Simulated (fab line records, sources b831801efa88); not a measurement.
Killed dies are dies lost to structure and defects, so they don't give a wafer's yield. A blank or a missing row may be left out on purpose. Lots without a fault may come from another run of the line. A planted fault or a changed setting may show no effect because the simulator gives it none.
Problem report in the 8D (eight disciplines) form, filled by code | flow gf180mcu | the parts of the form that need people (team, actions taken, sign-off) are left out

1. THE PROBLEM
HV_LDD_CVD_54_THK at GF_HV_LDD_THK_MEAS_55 reads a mean of 12.49 nm on 6 wafers of 2 lots; wafers without a fault read 10.04 nm with a standard deviation of 0.16. That is +15 standard deviations from the usual mean.
First seen on wafer L603.1, day 17 16:02, on film_metro-01. The record holds 39 wafers of 13 lots with a number at this step. Rule for "out", or "out of limits": more than 4 standard deviations from the usual mean. The other wafers with a number count as sound.

2. WHAT IT IS AND WHAT IT IS NOT
question                    | is                     | is not
which readings at this step | HV_LDD_CVD_54_THK      | -
which lots                  | L603, L606             | L588, L589, L590, L591, L592, L593, L596, L597, L600, L601, L602
which wafers of those lots  | all that have a number | -
read on which gauges        | film_metro-01          | film_metro-02, film_metro-03
when                        | from day 17 16:02      | up to then (33 sound wafers)

3. SUSPECTS, AND WHAT RULES EACH OUT
Counting: a tool at a process step up to the reading stays a suspect if it ran every lot that is out and no sound lot after the first of them.
- the gauge at GF_HV_LDD_THK_MEAS_55: ruled out. All the wafers that are out were read on film_metro-01, but those of them that GF_HV_LDD_CVD_54 has rows for are out there too, on other tools.
- lpcvd-02 at GF_HV_LDD_CVD_54 (deposits SiO2 from TEOS, target thk 10 nm, time 75 s): kept. It ran every lot that is out, first L603 (day 17 15:01), and no sound lot after that; its last sound lot up to then is L602 (day 17 08:32). Its own readings are out on those wafers: spike_tc_centre_C, spike_tc_lower_C, spike_tc_top_C, spike_tc_upper_C.
Left after counting: lpcvd-02 at GF_HV_LDD_CVD_54.

4. THE CAUSE (what the simulator had put in)
Process parameter drift: lpcvd-02, from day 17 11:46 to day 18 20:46, at GF_HV_LDD_CVD_54. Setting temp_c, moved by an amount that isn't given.
Counting left only this tool.

5. THE CHAIN OF EFFECTS, in route order
Each row: a reading whose mean over the struck wafers that have a number lies more than 3 standard deviations from the usual. Only readings for which the record gives a usual standard deviation are gone through. hours: the time from each lot's start at the first step in this table that gives one to its start at this step, as a median over the lots. sigmas: the change in usual standard deviations.
hours | step                  | reading           | usual    | on struck wafers | change | sigmas
0     | GF_HV_LDD_CVD_54      | spike_tc_centre_C | 681.0 C  | 691.2            | +10.2  | +8.5
0     | GF_HV_LDD_CVD_54      | spike_tc_lower_C  | 680.0 C  | 688.2            | +8.2   | +7.5
0     | GF_HV_LDD_CVD_54      | spike_tc_top_C    | 696.4 C  | 705.6            | +9.2   | +5.8
0     | GF_HV_LDD_CVD_54      | spike_tc_upper_C  | 679.6 C  | 689.1            | +9.5   | +10
1     | GF_HV_LDD_THK_MEAS_55 | HV_LDD_CVD_54_THK | 10.04 nm | 12.49            | +2.45  | +15
The process steps in it:
- GF_HV_LDD_CVD_54: deposits SiO2 from TEOS, target thk 10 nm, time 75 s.
Later measuring or inspecting steps at which every struck wafer that the step has a row for has a number for every such reading, and none has moved that far: GF_V2_RS_MEAS_24.

6. WHAT WOULD HAVE CAUGHT IT SOONER
In this record the first reading out of limits at a measuring or inspecting step was taken at day 17 16:02, 4 hours after the fault began at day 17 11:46.
The tool's own readings at GF_HV_LDD_CVD_54 were out on every struck wafer that the step has a row for (spike_tc_centre_C, spike_tc_lower_C, spike_tc_top_C, spike_tc_upper_C): an alarm limit on them would have fired on the first of those.
Of the lots that are out (2), L606 began GF_HV_LDD_CVD_54 on lpcvd-02 after day 17 16:02. A hold on the tool at that time would have spared it.
